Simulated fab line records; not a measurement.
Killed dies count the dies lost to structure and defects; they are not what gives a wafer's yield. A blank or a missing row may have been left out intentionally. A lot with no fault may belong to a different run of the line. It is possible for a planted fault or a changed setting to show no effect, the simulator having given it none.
Which of the tools did it? | flow sky130 | 12 lots, 36 wafers sampled, at 2 steps of a route of 708

## WHAT THE GAUGES SHOWED, per wafer
SKY_VIA1_BOW_MEAS_03.
lot  | measured     | on           | VIA1_BOW (um)
L371 | day 32 15:11 | filmMetro-03 | 98 77 96
L372 | day 32 19:31 | filmMetro-01 | 83 69 79
L373 | day 33 09:14 | filmMetro-03 | 80 87 89
L374 | day 33 16:23 | filmMetro-02 | 73 80 85
L375 | day 34 10:06 | filmMetro-02 | 77 78 80
L376 | day 34 23:10 | filmMetro-02 | 69 82 80
L379 | day 35 11:25 | filmMetro-01 | 79 78 90
L382 | day 36 06:33 | filmMetro-02 | 76 80 86
L383 | day 36 14:59 | filmMetro-02 | 93 85 72
L386 | day 38 00:59 | filmMetro-02 | 84 80 75
L387 | day 38 05:52 | filmMetro-01 | 76 62 77
L392 | day 39 07:23 | filmMetro-03 | 90 93 77

## WHICH TOOL RAN EACH LOT (tool, then ch and the chambers of the sampled wafers, then the start)
lot  | SKY_METAL1_SPUTTER_03
L371 | pvdSputter-01, day 31 09:53
L372 | pvdSputter-01, day 31 15:07
L373 | pvdSputter-04, day 32 05:04
L374 | pvdSputter-04, day 32 11:31
L375 | pvdSputter-01, day 33 06:07
L376 | pvdSputter-02, day 33 18:40
L379 | pvdSputter-04, day 34 07:16
L382 | pvdSputter-02, day 35 03:01
L383 | pvdSputter-02, day 35 11:20
L386 | pvdSputter-01, day 36 21:49
L387 | pvdSputter-04, day 37 03:07
L392 | pvdSputter-04, day 38 04:52
- SKY_METAL1_SPUTTER_03: material Ti, target thk 5 nm, time 3.3 s.

## AS READ BY THE TOOLS THEMSELVES (means over the sampled wafers that have a number; for cases with no such wafer, the mark the record gives instead)
SKY_METAL1_SPUTTER_03.
lot  | tool          | throttleValvePct (%)
L371 | pvdSputter-01 | 29.2
L372 | pvdSputter-01 | 29.3
L373 | pvdSputter-04 | 30.0
L374 | pvdSputter-04 | 29.5
L375 | pvdSputter-01 | 28.9
L376 | pvdSputter-02 | 30.1
L379 | pvdSputter-04 | 30.1
L382 | pvdSputter-02 | 30.5
L383 | pvdSputter-02 | 30.4
L386 | pvdSputter-01 | 28.8
L387 | pvdSputter-04 | 30.0
L392 | pvdSputter-04 | 30.2

## THE ANSWER, worked out from the rows above alone
Rule: the lots themselves supply what counts as usual. The widest of any qualifying gaps counts: lots, ordered by their means at a reading, are off when they make up no more than a third of the lots, leave a main group of 4 or more, and stand apart from it by 3 or more times the standard deviation of that group's means. The tables above print the reading to a certain number of digits; a main group whose means all agree to those digits is not used. A lot without any number at a reading at which 4 lots or more have one is off too. The other lots that the step has rows for count as sound. After the gauges, taken in route order, come the tools' own readings; for these a lot's mean is taken, as printed above. At the first step where some lot is off, the reading lying furthest off is the one used; lots without a number count as furthest.
Across all readings shown, no lot is off: no conclusion can be drawn from this.

## WHAT HAD BEEN PUT IN BY THE SIMULATOR
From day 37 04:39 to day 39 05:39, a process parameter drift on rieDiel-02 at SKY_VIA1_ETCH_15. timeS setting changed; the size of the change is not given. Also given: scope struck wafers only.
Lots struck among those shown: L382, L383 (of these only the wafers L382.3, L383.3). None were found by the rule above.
